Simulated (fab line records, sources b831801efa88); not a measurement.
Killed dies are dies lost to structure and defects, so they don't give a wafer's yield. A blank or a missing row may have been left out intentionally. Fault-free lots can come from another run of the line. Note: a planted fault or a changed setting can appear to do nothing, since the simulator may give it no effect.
Which tool was responsible? + flow sky130 + 6 lots, 18 wafers sampled, at 3 steps of a route of 708

WHAT THE GAUGES READ, wafer by wafer
SKY_RES_XHIGH_TW_MEAS_09.
| lot  | measured     | on           | RES_XHIGH_TW   |
|------|--------------|--------------|----------------|
| L419 | day 27 05:10 | filmMetro-03 | 1642 1635 1628 |
| L422 | day 28 11:04 | filmMetro-01 | 1632 1620 1629 |
| L424 | day 28 23:00 | filmMetro-01 | 1623 1627 1631 |
| L427 | day 30 04:43 | filmMetro-03 | 30 30 30       |
| L437 | day 33 11:11 | filmMetro-01 | 1640 1641 1642 |
| L439 | day 33 21:46 | filmMetro-02 | 1653 1652 1643 |

WHAT TOOL EACH LOT RAN ON (gives the tool, then ch and the chambers of the sampled wafers, and finally the start)
| lot  | SKY_SD_P_STRIP_10                   | SKY_RES_XHIGH_STRIP_08              |
|------|-------------------------------------|-------------------------------------|
| L419 | plasmaAsher-04 ch 0,1, day 26 00:03 | plasmaAsher-01 ch 0,1, day 27 05:04 |
| L422 | plasmaAsher-01 ch 0,1, day 27 06:59 | plasmaAsher-03 ch 0,1, day 28 10:59 |
| L424 | plasmaAsher-01 ch 0,1, day 27 18:15 | plasmaAsher-02 ch 0,1, day 28 22:55 |
| L427 | plasmaAsher-01 ch 0,1, day 29 00:33 | plasmaAsher-02 ch 0,1, day 30 04:37 |
| L437 | plasmaAsher-03 ch 0,1, day 32 08:18 | plasmaAsher-03 ch 0,1, day 33 11:04 |
| L439 | plasmaAsher-03 ch 0,1, day 32 19:03 | plasmaAsher-02 ch 0,1, day 33 21:40 |
- SKY_SD_P_STRIP_10: strips in O2/N2.
- SKY_RES_XHIGH_STRIP_08: strips in O2/N2.

THE ANSWER, worked out from the rows above alone
Rule: the usual values come from the lots themselves. Put in order of their means at a reading, lots are off if they are a third of the lots or fewer, leave a main group of 4 or more, and stand apart from it by a gap of 3 or more times the standard deviation of the main group's means; of several such gaps the widest counts. A main group whose means are all the same, to the digits that the tables above print for the reading, isn't used. Also off: a lot with no number at a reading for which 4 or more lots have one. Where the step has rows for the other lots, those lots are counted as sound.
Off: L427, at SKY_RES_XHIGH_TW_MEAS_09 (RES_XHIGH_TW). The main group: mean 1636, standard deviation 8.6.
If a tool, at a process step before that reading, ran all the lots that are off and no sound lot after the first of them, it fits. Gauges at SKY_RES_XHIGH_TW_MEAS_09: tried the same way as those tools. Undecided on this evidence; 2 tools fit (plasmaAsher-01 at SKY_SD_P_STRIP_10, filmMetro-03 at SKY_RES_XHIGH_TW_MEAS_09).

WHAT THE SIMULATOR HAD PUT IN
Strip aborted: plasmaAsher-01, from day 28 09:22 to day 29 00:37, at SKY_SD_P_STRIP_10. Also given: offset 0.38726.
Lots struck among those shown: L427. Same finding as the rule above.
